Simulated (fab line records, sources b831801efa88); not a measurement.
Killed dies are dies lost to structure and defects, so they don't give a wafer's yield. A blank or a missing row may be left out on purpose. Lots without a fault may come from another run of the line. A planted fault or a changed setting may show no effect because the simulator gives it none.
fab line records | flow sky130
record lots=6 wafers=18 last_day=49
route steps=708 shown SONOS_TUNNEL@160 SONOS_ONO@168 GATE_OXIDE@187 PAD_OPEN@708
lots that met no fault: from a run of the same line without faults
start_h: hours from the record's first day to the start of the lot's first wafer shown | wait_h: hours since the lot's step before | " the same as in the row above | L1.1+2: a row that stands for several wafers | - no value, or no start given | * or withheld: withheld | < > ~ a bound
route shown NAME@n: a module of which the file shows steps, and the number in the route of the first | usual: mean/standard deviation of fault-free wafers | same: alike in all rows | chamber/n: place in a boat | sites: the reading at each site | _std_site: their standard deviation | _edge_site: outer sites' mean less inner sites' | radius_mm: how far each site lies from the wafer's centre | mask NAME#n: copy n | behind: the tool/chamber that last shaped the wafer | hold: why the lot was held/for how many hours/how that ended | device: the transistor (n, p or np) that didn't switch | end of line: the same wafers' tests at the end of the route | a step without rows: its recipe alone | killed: dies lost to structure and defects at the first sort, not the wafer's yield | map: a wafer's dies, x killed, . not, _ none there
set.NAME: the setting as run; set.NAME@STEP: as run at that earlier step | model.NAME: the simulator's own value behind a step, which no gauge read
lots at some steps of the route; a table a step, a row a wafer
services: from which hour (start_h, from the record's first day; less than 0 if before it) a tool's chamber was out of use, for how many hours, and why
## steps
# step SKY_SONOS_TUNNEL_DEVELOP_06
# recipe resist=NOVOLAK developer=TMAH develop_time_s=60 dev_temp_c=23
# step SKY_SONOS_TUNNEL_CD_MEAS_07
# recipe target_cd_nm=410
# usual cd_nm=409.6/2.2
# columns lot.wafer tool chamber start_h wait_h cd_nm
L276.3 cd_sem-01 - 236.53 0.1 409.2
L276.5 " - " " 410.0
L276.6 " - " " 409.9
L277.2 cd_sem-01 - 258.50 0.1 407.4
L277.4 " - " " 407.1
L277.5 " - " " 405.8
L278.1 cd_sem-01 - 277.45 0.1 409.4
L278.2 " - " " 410.2
L278.5 " - " " 410.2
L281.2 cd_sem-02 - 298.00 0.1 407.7
L281.3 " - " " 407.6
L281.6 " - " " 408.8
L282.2 cd_sem-01 - 312.52 0.1 412.1
L282.3 " - " " 411.6
L282.5 " - " " 410.5
L294.1 cd_sem-01 - 388.98 0.1 408.4
L294.2 " - " " 410.0
L294.5 " - " " 409.5
# step SKY_SONOS_TUNNEL_OVL_MEAS_08
# usual SONOS_TUNNEL_OVL=0.0/1.6
# columns lot.wafer tool chamber start_h wait_h SONOS_TUNNEL_OVL[nm]
L276.3 overlay-02 - 236.62 0.1 -1.8
L276.5 " - " " 0.9
L276.6 " - " " -0.9
L277.2 overlay-01 - 258.61 0.1 -1.4
L277.4 " - " " 1.0
L277.5 " - " " 1.0
L278.1 overlay-01 - 277.57 0.1 1.6
L278.2 " - " " 2.9
L278.5 " - " " 2.1
L281.2 overlay-02 - 298.11 0.1 -2.3
L281.3 " - " " 0.1
L281.6 " - " " -1.5
L282.2 overlay-02 - 312.62 0.1 0.9
L282.3 " - " " 0.1
L282.5 " - " " 0.4
L294.1 overlay-01 - 389.10 0.1 0.4
L294.2 " - " " 0.5
L294.5 " - " " -1.6
# step SKY_SONOS_TUNNEL_IMPLANT_09
# recipe species=B energy_kev=20 dose_cm2=1e+12 tilt_deg=withheld
# step SKY_SONOS_TUNNEL_WET_ETCH_10
# recipe chemistry=dHF target_depth_nm=14 target=SiO2 dilution=100:1 temp_c=25 time_s=280
# step SKY_SONOS_TUNNEL_STRIP_11
# recipe chemistry=SPM time_s=600 temp_c=130
# step SKY_SONOS_TUNNEL_TW_MEAS_12
# usual SONOS_TUNNEL_TW=198.8/2.4
# columns lot.wafer tool chamber start_h wait_h SONOS_TUNNEL_TW
L276.3 film_metro-03 - 237.07 0.0 196.1
L276.5 " - " " 195.6
L276.6 " - " " 195.7
L277.2 film_metro-04 - 259.07 0.0 196.5
L277.4 " - " " 197.0
L277.5 " - " " 196.6
L278.1 film_metro-04 - 278.03 0.0 195.8
L278.2 " - " " 196.7
L278.5 " - " " 197.4
L281.2 film_metro-01 - 298.57 0.0 202.7
L281.3 " - " " 204.4
L281.6 " - " " 204.1
L282.2 film_metro-03 - 313.08 0.0 198.5
L282.3 " - " " 198.2
L282.5 " - " " 198.4
L294.1 film_metro-03 - 389.65 0.0 198.4
L294.2 " - " " 200.1
L294.5 " - " " 200.1
# step SKY_SONOS_TUNNEL_CLEAN_13
# recipe chemistry=dHF time_s=20 dilution=100:1 dry=ipa_marangoni
# step SKY_SONOS_ONO_OXIDATION_00
# recipe temp_c=800 ambient=O2 idle_temp_c=700 ramp_up_c_per_min=10 ramp_down_c_per_min=3 stabilise_s=600 purge_s=300 target_thk_a=26 ox_time_s=1249
# step SKY_SONOS_ONO_THK_MEAS_01
# recipe reads=SiO2_of_SONOS_ONO_OXIDATION_00
# usual SONOS_ONO_OXIDATION_THK=2.61/0.046
# columns lot.wafer tool chamber start_h wait_h SONOS_ONO_OXIDATION_THK[nm]
L276.3 film_metro-04 - 239.26 0.0 2.55
L276.5 " - " " 2.62
L276.6 " - " " 2.70
L277.2 film_metro-02 - 260.49 0.0 2.72
L277.4 " - " " 2.68
L277.5 " - " " 2.67
L278.1 film_metro-02 - 279.45 0.0 2.60
L278.2 " - " " 2.60
L278.5 " - " " 2.55
L281.2 film_metro-03 - 300.07 0.0 2.59
L281.3 " - " " 2.64
L281.6 " - " " 2.62
L282.2 film_metro-02 - 314.50 0.0 2.61
L282.3 " - " " 2.57
L282.5 " - " " 2.62
L294.1 film_metro-02 - 391.77 0.0 2.61
L294.2 " - " " 2.63
L294.5 " - " " 2.60
# step SKY_SONOS_ONO_CVD_02
# recipe material=Si3N4 precursor=DCS/NH3 target_thk_nm=10.5 temp_c=770 time_s=180 pressure_mtorr=250
# step SKY_SONOS_ONO_THK_MEAS_03
# recipe reads=Si3N4_of_SONOS_ONO_CVD_02
# usual SONOS_ONO_CVD_02_THK=10.45/0.13
# columns lot.wafer tool chamber start_h wait_h SONOS_ONO_CVD_02_THK[nm]
L276.3 film_metro-03 - 242.70 0.0 10.44
L276.5 " - " " 10.55
L276.6 " - " " 10.59
L277.2 film_metro-03 - 261.60 0.0 10.43
L277.4 " - " " 10.44
L277.5 " - " " 10.55
L278.1 film_metro-03 - 283.30 0.0 10.59
L278.2 " - " " 10.50
L278.5 " - " " 10.50
L281.2 film_metro-04 - 301.18 0.0 10.69
L281.3 " - " " 10.65
L281.6 " - " " 10.53
L282.2 film_metro-04 - 315.61 0.0 10.31
L282.3 " - " " 10.40
L282.5 " - " " 10.30
L294.1 film_metro-04 - 392.88 0.0 10.48
L294.2 " - " " 10.39
L294.5 " - " " 10.49
# step SKY_SONOS_ONO_CVD_04
# recipe material=SiO2 precursor=SiH4/N2O target_thk_nm=5.7199 temp_c=900 pressure_mtorr=400
# usual pressure_mtorr=400.3/0.8 spike_tc_bottom_C=913/3.4 spike_tc_top_C=910.3/1.1
# columns lot.wafer tool chamber start_h wait_h pressure_mtorr spike_tc_bottom_C spike_tc_top_C
L276.3 lpcvd-03 1 242.74 0.0 400.2 910 912.8
L276.5 " 1 " " 400.1 912 913.4
L276.6 " 1 " " 400.6 910 910.7
L277.2 lpcvd-03 0 261.65 0.0 400.0 918 910.8
L277.4 " 0 " " 401.0 917 911.7
L277.5 " 0 " " 401.2 919 910.1
L278.1 lpcvd-03 0 283.36 0.1 400.5 917 912.0
L278.2 " 0 " " 399.7 918 909.8
L278.5 " 0 " " 400.4 919 910.0
L281.2 lpcvd-03 1 301.23 0.0 400.3 911 911.5
L281.3 " 1 " " 400.0 910 910.8
L281.6 " 1 " " 399.5 910 909.3
L282.2 lpcvd-03 1 315.66 0.0 401.3 910 908.7
L282.3 " 1 " " 400.1 911 910.5
L282.5 " 1 " " 399.8 911 907.7
L294.1 lpcvd-03 1 392.94 0.1 400.4 910 910.7
L294.2 " 1 " " 400.2 911 908.2
L294.5 " 1 " " 398.9 909 909.9
# step SKY_SONOS_ONO_THK_MEAS_05
# recipe reads=SiO2_of_SONOS_ONO_CVD_04
# usual SONOS_ONO_CVD_04_THK=5.73/0.12
# columns lot.wafer tool chamber start_h wait_h SONOS_ONO_CVD_04_THK[nm]
L276.3 film_metro-02 - 244.64 0.0 5.76
L276.5 " - " " 5.70
L276.6 " - " " 5.75
L277.2 film_metro-02 - 263.54 0.0 5.66
L277.4 " - " " 5.61
L277.5 " - " " 5.69
L278.1 film_metro-04 - 284.61 0.0 5.76
L278.2 " - " " 5.77
L278.5 " - " " 5.69
L281.2 film_metro-02 - 302.49 0.0 5.58
L281.3 " - " " 5.55
L281.6 " - " " 5.62
L282.2 film_metro-02 - 316.92 0.0 5.72
L282.3 " - " " 5.72
L282.5 " - " " 5.77
L294.1 film_metro-02 - 394.19 0.0 5.83
L294.2 " - " " 5.90
L294.5 " - " " 5.82
# step SKY_SONOS_ONO_DEHYDRATE_06
# recipe temp_c=200 time_s=60
# step SKY_SONOS_ONO_HMDS_07
# recipe prime_time_s=60 prime_temp_c=120
# step SKY_SONOS_ONO_COAT_08
# recipe resist=NOVOLAK spin_rpm=2978 resist_thk_nm=1140
# step SKY_SONOS_ONO_SOFTBAKE_09
# recipe temp_c=90 time_s=60 resist=NOVOLAK
# step SKY_SONOS_ONO_EXPOSE_10
# recipe mask_id=ONOM target_cd_nm=410 na=0.6 source_shape=conventional sigma_outer=0.6 dose_mj=150
# step SKY_SONOS_ONO_PEB_11
# recipe temp_c=withheld time_s=* resist=NOVOLAK
# step SKY_SONOS_ONO_DEVELOP_12
# recipe develop_time_s=60 dev_temp_c=23
# step SKY_SONOS_ONO_CD_MEAS_13
# recipe target_cd_nm=410
# usual cd_nm=410.4/2.6
# columns lot.wafer tool chamber start_h wait_h cd_nm
L276.3 cd_sem-02 - 269.32 0.1 410.1
L276.5 " - " " 411.0
L276.6 " - " " 411.7
L277.2 cd_sem-01 - 288.70 0.1 406.7
L277.4 " - " " 407.4
L277.5 " - " " 406.6
L278.1 cd_sem-02 - 310.28 0.1 406.9
L278.2 " - " " 409.2
L278.5 " - " " 407.8
L281.2 cd_sem-01 - 328.87 0.1 411.0
L281.3 " - " " 410.1
L281.6 " - " " 411.6
L282.2 cd_sem-02 - 343.07 0.1 405.7
L282.3 " - " " 409.6
L282.5 " - " " 407.2
L294.1 cd_sem-02 - 422.98 0.1 410.0
L294.2 " - " " 410.6
L294.5 " - " " 410.0
# step SKY_SONOS_ONO_OVL_MEAS_14
# usual SONOS_ONO_OVL=-0.3/1.6
# columns lot.wafer tool chamber start_h wait_h SONOS_ONO_OVL[nm]
L276.3 overlay-01 - 269.42 0.1 0.0
L276.5 " - " " 0.1
L276.6 " - " " 2.3
L277.2 overlay-01 - 288.81 0.1 0.2
L277.4 " - " " 0.6
L277.5 " - " " 1.5
L278.1 overlay-02 - 310.40 0.1 -1.4
L278.2 " - " " -0.4
L278.5 " - " " -3.0
L281.2 overlay-02 - 328.97 0.1 -1.0
L281.3 " - " " -2.1
L281.6 " - " " -3.9
L282.2 overlay-02 - 343.17 0.1 0.4
L282.3 " - " " 1.3
L282.5 " - " " -0.6
L294.1 overlay-02 - 423.10 0.1 0.0
L294.2 " - " " -1.5
L294.5 " - " " 0.2
# step SKY_SONOS_ONO_ETCH_15
# recipe target_depth_nm=19.52 chemistry=CHF3/O2 source_w=600 bias_w=200 pressure_mtorr=40 chf3_flow_sccm=50 O2_flow_sccm=5 time_s=7.8
# usual chamber_pressure_mTorr=40.00/0.037 drypump_motor_current_A=5.91/0.27 oes_product_au=0.999/0.0076 throttle_valve_pct=8.825/0.0092
# columns lot.wafer tool chamber start_h wait_h chamber_pressure_mTorr drypump_motor_current_A oes_product_au rf_hours_counter_h throttle_valve_pct
L276.3 rie_diel-04 0 269.44 0.0 39.98 6.31 0.999 93 8.831
L276.5 " 2 " " 40.01 5.86 0.993 - 8.839
L276.6 " 3 " " 40.00 5.48 1.005 - 8.834
L277.2 rie_diel-01 1 288.85 0.0 40.05 5.94 0.987 - 8.800
L277.4 " 1 " " 40.01 5.97 0.988 - 8.825
L277.5 " 1 " " 39.99 5.97 0.985 - 8.821
L278.1 rie_diel-01 2 310.44 0.0 40.00 6.34 0.993 21 8.813
L278.2 " 3 " " 40.04 6.04 1.002 76 8.827
L278.5 " 3 " " 39.94 6.05 1.001 - 8.824
L281.2 rie_diel-03 1 329.00 0.0 40.03 5.82 0.990 98 8.830
L281.3 " 0 " " 39.98 5.52 0.990 23 8.827
L281.6 " 1 " " 39.99 5.84 0.996 - 8.811
L282.2 rie_diel-04 2 343.20 0.0 40.00 5.86 0.995 5 8.834
L282.3 " 3 " " 40.04 5.48 1.010 71 8.822
L282.5 " 0 " " 39.98 6.32 1.004 - 8.833
L294.1 rie_diel-03 1 423.14 0.0 40.04 5.83 0.986 99 8.811
L294.2 " 0 " " 40.03 5.53 0.993 25 8.826
L294.5 " 1 " " 40.00 5.81 0.994 - 8.832
# step SKY_SONOS_ONO_WET_ETCH_16
# recipe chemistry=dHF target_depth_nm=14 dry=n2_spin target=SiO2 dilution=100:1 temp_c=25 time_s=280
# step SKY_SONOS_ONO_STRIP_17
# recipe chemistry=O2/N2 power_w=1400 pressure_mtorr=1500 platen_temp_c=withheld o2_flow_sccm=3000 n2_flow_sccm=300 overash_fraction=0.5
# usual chamber_pressure_mTorr=1499.8/1.3 drypump_motor_current_A=5.7/0.45 oes_product_au=0.710/0.0046 strip_time_to_endpoint_s=14.17/0.048
# same overash_fraction=0.5
# columns lot.wafer tool chamber start_h wait_h chamber_pressure_mTorr drypump_motor_current_A oes_product_au rf_hours_counter_h strip_time_to_endpoint_s
L276.3 plasma_asher-01 1 269.58 0.0 1497.7 4.9 0.700 - 14.23
L276.5 " 1 " " 1498.4 4.9 0.713 - 14.19
L276.6 " 0 " " 1499.6 5.7 0.710 - 14.14
L277.2 plasma_asher-04 1 288.99 0.0 1500.5 6.2 0.710 47 14.26
L277.4 " 0 " " 1499.1 6.1 0.717 - 14.23
L277.5 " 0 " " 1499.0 6.2 0.709 - 14.23
L278.1 plasma_asher-01 0 310.55 0.0 1497.2 5.7 0.711 62 14.13
L278.2 " 1 " " 1500.7 4.9 0.706 62 14.13
L278.5 " 0 " " 1499.8 5.7 0.707 - 14.14
L281.2 plasma_asher-04 1 329.12 0.0 1498.2 6.1 0.710 52 14.23
L281.3 " 0 " " 1499.5 6.1 0.710 - 14.18
L281.6 " 1 " " 1499.0 6.2 0.712 - 14.27
L282.2 plasma_asher-01 0 343.43 0.0 1503.0 5.7 0.701 65 14.10
L282.3 " 1 " " 1498.9 5.0 0.712 - 14.11
L282.5 " 1 " " 1500.6 5.0 0.711 - 14.16
L294.1 plasma_asher-01 0 423.25 0.0 1500.8 5.7 0.708 73 14.20
L294.2 " 1 " " 1500.2 4.9 0.714 73 14.21
L294.5 " 0 " " 1499.9 5.7 0.712 - 14.18
# step SKY_SONOS_ONO_WET_ETCH_18
# recipe chemistry=H3PO4 target_depth_nm=15 target=Si3N4 temp_c=160 time_s=172
# step SKY_GATE_OXIDE_CLEAN_00
# recipe chemistry=SC1/SC2 mix=1:4:20 temp_c=70 time_s=150 dry=n2_spin
# step SKY_GATE_OXIDE_OXIDATION_01
# recipe temp_c=900 ambient=O2 stabilise_s=600 purge_s=300 target_thk_a=102.68 ox_time_s=1473
# step SKY_GATE_OXIDE_THK_MEAS_02
# recipe reads=SiO2_of_GATE_OXIDE_OXIDATION_01
# usual GATE_OXIDE_OXIDATION_00_THK=10.28/0.19
# columns lot.wafer tool chamber start_h wait_h GATE_OXIDE_OXIDATION_00_THK[nm]
L276.3 film_metro-01 - 271.98 0.0 10.09
L276.5 " - " " 10.29
L276.6 " - " " 10.35
L277.2 film_metro-01 - 290.62 0.0 10.37
L277.4 " - " " 10.45
L277.5 " - " " 10.40
L278.1 film_metro-04 - 312.75 0.0 10.13
L278.2 " - " " 9.97
L278.5 " - " " 10.05
L281.2 film_metro-01 - 333.83 0.0 9.86
L281.3 " - " " 10.12
L281.6 " - " " 10.09
L282.2 film_metro-02 - 346.58 0.0 10.32
L282.3 " - " " 10.54
L282.5 " - " " 10.50
L294.1 film_metro-01 - 424.87 0.0 10.30
L294.2 " - " " 10.07
L294.5 " - " " 10.23
# step SKY_GATE_OXIDE_DEHYDRATE_03
# recipe temp_c=200 time_s=60
# step SKY_GATE_OXIDE_HMDS_04
# recipe prime_time_s=60 prime_temp_c=120
# step SKY_GATE_OXIDE_COAT_05
# recipe resist=NOVOLAK spin_rpm=3000 resist_thk_nm=1140
# step SKY_GATE_OXIDE_SOFTBAKE_06
# recipe temp_c=90 time_s=60 resist=NOVOLAK
# step SKY_GATE_OXIDE_EXPOSE_07
# recipe mask_id=LVOM na=0.6 source_shape=conventional sigma_outer=0.6 polarization=unpolarized target_cd_nm=600 dose_mj=170
# step SKY_GATE_OXIDE_PEB_08
# recipe temp_c=withheld time_s=* resist=NOVOLAK
# step SKY_GATE_OXIDE_DEVELOP_09
# recipe resist=NOVOLAK developer=TMAH develop_time_s=60 dev_temp_c=23
# step SKY_GATE_OXIDE_OVL_MEAS_10
# usual GATE_OXIDE_OVL=-0.6/1.8
# columns lot.wafer tool chamber start_h wait_h GATE_OXIDE_OVL[nm]
L276.3 overlay-02 - 296.69 0.1 1.0
L276.5 " - " " -1.7
L276.6 " - " " -0.4
L277.2 overlay-02 - 317.39 0.1 -1.8
L277.4 " - " " -2.9
L277.5 " - " " -1.8
L278.1 overlay-02 - 339.01 0.1 -1.8
L278.2 " - " " -1.4
L278.5 " - " " -0.3
L281.2 overlay-02 - 360.87 0.1 -0.5
L281.3 " - " " -1.5
L281.6 " - " " -0.9
L282.2 overlay-01 - 374.97 0.1 2.5
L282.3 " - " " 0.7
L282.5 " - " " 2.6
L294.1 overlay-01 - 454.71 0.1 2.2
L294.2 " - " " 1.2
L294.5 " - " " 4.0
# step SKY_GATE_OXIDE_IMPLANT_11
# recipe species=B energy_kev=10 dose_cm2=2.6e+12 tilt_deg=withheld
# step SKY_GATE_OXIDE_WET_ETCH_12
# recipe chemistry=dHF target_depth_nm=16.8 dry=n2_spin target=SiO2 dilution=100:1 temp_c=25 time_s=336
# step SKY_GATE_OXIDE_STRIP_13
# recipe chemistry=O2/N2 power_w=1400 pressure_mtorr=1500 platen_temp_c=withheld o2_flow_sccm=3000 n2_flow_sccm=300 overash_fraction=0.5
# usual chamber_pressure_mTorr=1500.0/1.3 drypump_motor_current_A=5.7/0.44 oes_product_au=0.715/0.0045 strip_time_to_endpoint_s=14.20/0.045
# same overash_fraction=0.5
# columns lot.wafer tool chamber start_h wait_h chamber_pressure_mTorr drypump_motor_current_A oes_product_au rf_hours_counter_h strip_time_to_endpoint_s
L276.3 plasma_asher-04 0 297.00 0.0 1496.8 6.2 0.712 - 14.27
L276.5 " 0 " " 1500.9 6.2 0.716 - 14.24
L276.6 " 1 " " 1499.0 6.1 0.716 - 14.22
L277.2 plasma_asher-02 1 317.67 0.0 1502.3 5.4 0.718 62 14.17
L277.4 " 0 " " 1498.1 5.1 0.709 - 14.19
L277.5 " 1 " " 1498.5 5.4 0.712 - 14.13
L278.1 plasma_asher-04 1 339.32 0.0 1502.0 6.2 0.716 53 14.21
L278.2 " 0 " " 1503.1 6.1 0.710 53 14.21
L278.5 " 1 " " 1498.7 6.1 0.711 - 14.19
L281.2 plasma_asher-03 1 361.25 0.0 1500.2 5.9 0.719 24 14.26
L281.3 " 0 " " 1500.2 5.3 0.712 - 14.27
L281.6 " 1 " " 1498.0 5.9 0.712 - 14.22
L282.2 plasma_asher-04 0 375.35 0.0 1500.4 6.2 0.708 56 14.19
L282.3 " 0 " " 1501.5 6.1 0.721 - 14.20
L282.5 " 1 " " 1498.5 6.1 0.710 - 14.15
L294.1 plasma_asher-02 0 455.00 0.0 1499.8 5.1 0.708 2 14.16
L294.2 " 1 " " 1495.9 5.4 0.717 2 14.15
L294.5 " 1 " " 1501.0 5.4 0.723 - 14.14
# step SKY_GATE_OXIDE_TW_MEAS_14
# usual GATE_OXIDE_TW=226.3/2.4
# columns lot.wafer tool chamber start_h wait_h GATE_OXIDE_TW
L276.3 film_metro-02 - 297.09 0.1 225.6
L276.5 " - " " 226.7
L276.6 " - " " 227.1
L277.2 film_metro-04 - 317.78 0.1 225.1
L277.4 " - " " 224.6
L277.5 " - " " 223.8
L278.1 film_metro-01 - 339.42 0.1 228.3
L278.2 " - " " 228.1
L278.5 " - " " 229.6
L281.2 film_metro-04 - 361.36 0.1 222.9
L281.3 " - " " 222.9
L281.6 " - " " 223.1
L282.2 film_metro-02 - 375.46 0.1 225.3
L282.3 " - " " 224.6
L282.5 " - " " 225.0
L294.1 film_metro-01 - 455.10 0.1 228.9
L294.2 " - " " 229.5
L294.5 " - " " 229.7
# step SKY_PAD_OPEN_PROBE_99
# usual killed_at_M0_to_M3=44/7.4 killed_at_M4_up=3.2/2 killed_at_contacts=24/5.1 killed_at_front_end=15/4.8 killed_at_other=0.2/0.46 killed_dies=86/10 killed_open=47/7.5 killed_short=39/7
# same gross_dies=492 killed_at_back_side=0
# columns lot.wafer tool chamber start_h wait_h hold killed_at_M0_to_M3 killed_at_M4_up killed_at_contacts killed_at_front_end killed_at_other killed_dies killed_open killed_short
L276.3 prober-01 - 1064.29 0.2 - 48 2 28 17 0 95 57 38
L276.5 prober-01 - 1064.39 0.2 - 48 6 29 12 1 96 51 45
L276.6 prober-01 - 1064.44 0.2 - 39 2 21 21 0 83 42 41
L278.1 prober-01 - 1095.80 0.1 - 37 2 23 12 0 74 34 40
L278.2 prober-01 - 1095.85 0.1 - 33 0 17 24 0 74 44 29
L278.5 prober-01 - 1096.00 0.2 - 46 5 26 11 0 88 45 43
L281.2 prober-02 - 1117.75 0.1 await_dispo/5.7h/release 43 1 18 77 0 139 44 46
L281.3 prober-02 - 1117.80 0.2 await_dispo/5.7h/release 41 3 30 67 0 141 50 39
L281.6 prober-02 - 1117.95 0.2 await_dispo/5.7h/release 42 2 12 64 0 120 33 33
L282.2 prober-01 - 1128.82 0.1 await_dispo/4.9h/release 29 5 29 58 0 121 41 30
L282.3 prober-01 - 1128.87 0.2 await_dispo/4.9h/release 40 0 21 58 0 119 46 28
L282.5 prober-01 - 1128.97 0.2 await_dispo/4.9h/release 27 1 29 58 0 115 38 28
L294.1 prober-01 - 1174.72 0.1 - 60 3 19 19 1 102 53 49
L294.2 prober-01 - 1174.77 0.1 - 46 6 17 9 0 78 43 35
L294.5 prober-01 - 1174.92 0.2 - 48 2 23 15 1 89 51 38
# killed by level:class
L276.3 VIA1:geometric_particle:open=13 CONTACT:geometric_particle:open=10 VIA2:geometric_particle:open=9 LI_CONTACT:geometric_particle:open=7 LOCAL_INTERCONNECT:geometric_particle:short=6 METAL2:geometric_particle:short=6 FIELD_ISO:geometric_particle:open=4 FIELD_ISO:geometric_particle:short=4
L276.5 VIA1:geometric_particle:open=17 CONTACT:geometric_particle:open=9 METAL1:geometric_particle:short=8 LOCAL_INTERCONNECT:geometric_particle:short=7 VIA2:geometric_particle:open=7 LI_CONTACT:geometric_particle:open=5 FIELD_ISO:geometric_particle:short=4 POLY_GATE:geometric_particle:short=4
L276.6 VIA1:geometric_particle:open=9 CONTACT:geometric_particle:open=7 VIA2:geometric_particle:open=7 POLY_GATE:geometric_particle:short=5 VIA3:geometric_particle:open=5 CONTACT:geometric_particle:short=5 LOCAL_INTERCONNECT:geometric_particle:short=5 METAL2:geometric_particle:short=5
L278.1 LOCAL_INTERCONNECT:geometric_particle:short=8 VIA1:geometric_particle:open=8 VIA3:geometric_particle:open=7 METAL1:geometric_particle:short=6 LI_CONTACT:geometric_particle:short=5 CONTACT:geometric_particle:open=5 CONTACT:geometric_particle:short=4 VIA1:geometric_particle:short=4
L278.2 VIA1:geometric_particle:open=14 FIELD_ISO:geometric_particle:short=7 FIELD_ISO:geometric_particle:open=6 LI_CONTACT:geometric_particle:open=5 CONTACT:geometric_particle:open=5 SPACER:geometric_particle:short=4 METAL2:geometric_particle:short=4 SPACER:geometric_particle:open=3
L278.5 VIA1:geometric_particle:open=12 LI_CONTACT:geometric_particle:open=9 CONTACT:geometric_particle:open=8 METAL2:geometric_particle:short=8 VIA3:geometric_particle:open=6 METAL1:geometric_particle:short=5 LOCAL_INTERCONNECT:geometric_particle:short=5 VIA1:geometric_particle:short=5
L281.2 SONOS_ONO:unspecified=49 VIA1:geometric_particle:open=11 POLY_GATE:geometric_particle:short=9 FIELD_ISO:geometric_particle:open=6 CONTACT:geometric_particle:open=6 METAL1:geometric_particle:short=6 VIA1:geometric_particle:short=6 FIELD_ISO:geometric_particle:short=5
L281.3 SONOS_ONO:unspecified=52 CONTACT:geometric_particle:open=9 LI_CONTACT:geometric_particle:open=8 VIA1:geometric_particle:open=8 METAL1:geometric_particle:short=7 VIA3:geometric_particle:open=6 VIA2:geometric_particle:open=6 FIELD_ISO:geometric_particle:open=5
L281.6 SONOS_ONO:unspecified=54 VIA1:geometric_particle:open=10 VIA2:geometric_particle:open=10 FIELD_ISO:geometric_particle:short=6 METAL2:geometric_particle:short=4 VIA2:geometric_particle:short=4 LOCAL_INTERCONNECT:geometric_particle:short=3 CONTACT:geometric_particle:short=3
L282.2 SONOS_ONO:unspecified=50 CONTACT:geometric_particle:open=10 LI_CONTACT:geometric_particle:open=9 POLY_GATE:geometric_particle:open=6 CONTACT:geometric_particle:short=6 METAL1:geometric_particle:short=6 VIA1:geometric_particle:open=6 VIA3:geometric_particle:open=6
L282.3 SONOS_ONO:unspecified=45 LI_CONTACT:geometric_particle:open=8 CONTACT:geometric_particle:open=7 VIA1:geometric_particle:open=7 VIA1:geometric_particle:short=6 VIA2:geometric_particle:open=6 VIA3:geometric_particle:open=5 POLY_GATE:geometric_particle:open=4
L282.5 SONOS_ONO:unspecified=49 CONTACT:geometric_particle:open=12 CONTACT:geometric_particle:short=8 VIA2:geometric_particle:open=6 LI_CONTACT:geometric_particle:open=5 VIA1:geometric_particle:open=5 VIA1:geometric_particle:short=3 LOCAL_INTERCONNECT:geometric_particle:short=3
L294.1 VIA1:geometric_particle:open=13 CONTACT:geometric_particle:open=10 VIA2:geometric_particle:short=8 VIA2:geometric_particle:open=8 VIA3:geometric_particle:open=7 VIA3:geometric_particle:short=6 FIELD_ISO:geometric_particle:open=5 POLY_GATE:geometric_particle:short=5
L294.2 VIA1:geometric_particle:open=10 METAL2:geometric_particle:short=7 VIA3:geometric_particle:open=6 LI_CONTACT:geometric_particle:open=5 VIA2:geometric_particle:open=5 VIA3:geometric_particle:short=5 FIELD_ISO:geometric_particle:open=4 CONTACT:geometric_particle:open=4
L294.5 VIA1:geometric_particle:open=11 VIA3:geometric_particle:open=9 CONTACT:geometric_particle:open=8 FIELD_ISO:geometric_particle:open=6 LOCAL_INTERCONNECT:geometric_particle:short=6 LI_CONTACT:geometric_particle:open=5 METAL3:geometric_particle:short=5 VIA2:geometric_particle:open=4
# map L281.3 (x killed, . not)
__________.........x_________
________...xx.xx...xx._______
______.x.............x.x_____
_____.xxx.....x..x.x..x..____
____......x.......x..xxx..___
___........xx....x..x.xx...__
__..x.x..........x.xxxxxxx.._
_......xx.....x....xxxxxx..x.
_.xxx...x..x.x..x.xxxxxxxxxx.
_xx........x.x..x.xxxxxxxx..x
_x..x..x.....x.x..xxxxxxxxx..
_..............x...xxxxx.....
_.x.....x...xxxxxxx......x...
_........x.........x......x..
_.....xx.........x...........
__x..x......x......x.x.x...._
___...x...x...x....x.....x.__
____.....xx.....x.........___
_____........x.....xx....____
______x.x..x.....x.xx..._____
________....x...x....._______
__________.....x...._________
# map L282.2 (x killed, . not)
__________.........._________
________x...x......xx._______
______.x..............x._____
_____.....x......x.......____
____.....x..........x.x...___
___.x....x..x.....xxx..xxx.__
__x.x...x...x.x....xxxxxx..._
_...x..x....x.....xxxxxxx....
_.x..........x...xxxxxxxxxx.x
_.......x.......x.xxxxxxxxx..
_x.....x..x.x.....xxxxxxx.x..
_..................xxx.x...x.
_....x..x..x...........x.....
_.............x.....x.....x..
_....x.........x....xx.....x.
__...x...x.....x........x..._
___..x...x..x......x.xx...x__
____...................x.x___
_____..........xx........____
______x.x.xxx.....xxx..._____
________.x...x...x...._______
__________.....x...._________
## services
# columns tool chamber start_h hours kind
rie_diel-01 3 229.79 9.0 repair
plasma_asher-01 - 244.93 0.5 repair
rie_diel-03 0 246.22 8.0 repair
plasma_asher-04 - 250.25 0.4 repair
lpcvd-03 - 252.37 0.5 repair
plasma_asher-01 - 252.68 9.1 repair
rie_diel-04 - 285.00 4.9 repair
rie_diel-01 2 286.33 10.1 repair
rie_diel-01 3 287.08 12.8 repair
rie_diel-01 0 287.90 6.0 repair
rie_diel-01 1 294.24 2.1 repair
plasma_asher-02 - 295.69 2.2 repair
rie_diel-04 - 302.92 28.1 pm
plasma_asher-02 - 317.88 5.0 repair
rie_diel-04 2 338.77 3.4 repair
plasma_asher-01 - 346.97 1.5 repair
rie_diel-03 3 347.35 3.2 repair
plasma_asher-02 - 357.40 0.4 repair
rie_diel-03 2 366.71 15.3 repair
rie_diel-01 - 372.00 0.4 repair
rie_diel-01 0 385.07 23.5 repair
plasma_asher-02 - 411.99 16.5 repair
rie_diel-03 - 412.85 2.8 pm
plasma_asher-02 - 428.52 9.0 pm
## key
first_sign step=SKY_PAD_OPEN_PROBE_99 reading=killed_at_front_end direction=up sigmas=10 usual=15 struck=64
effect step=SKY_PAD_OPEN_PROBE_99 reading=killed_dies direction=up sigmas=3.9 usual=86 struck=126
met_at SKY_SONOS_ONO_CVD_04
struck_wafers L281.2,L281.3,L281.6,L282.2,L282.3,L282.5
tester_left_out L281,L282
onset_between 283.36 301.23
fault kind=chamber_particle_source tool=lpcvd-03 chamber=- onset_h=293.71 steps=SKY_SONOS_ONO_CVD_04 rate_per_visit_cm2=0.66124 end_h=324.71
# tester_left_out: of these lots the tester's yield and bins aren't shown, on N5 and GAA mostly nor the transistor test; their killed dies are dies lost to structure and defects alone, not to doping, threshold or leakage, so they don't give the yield
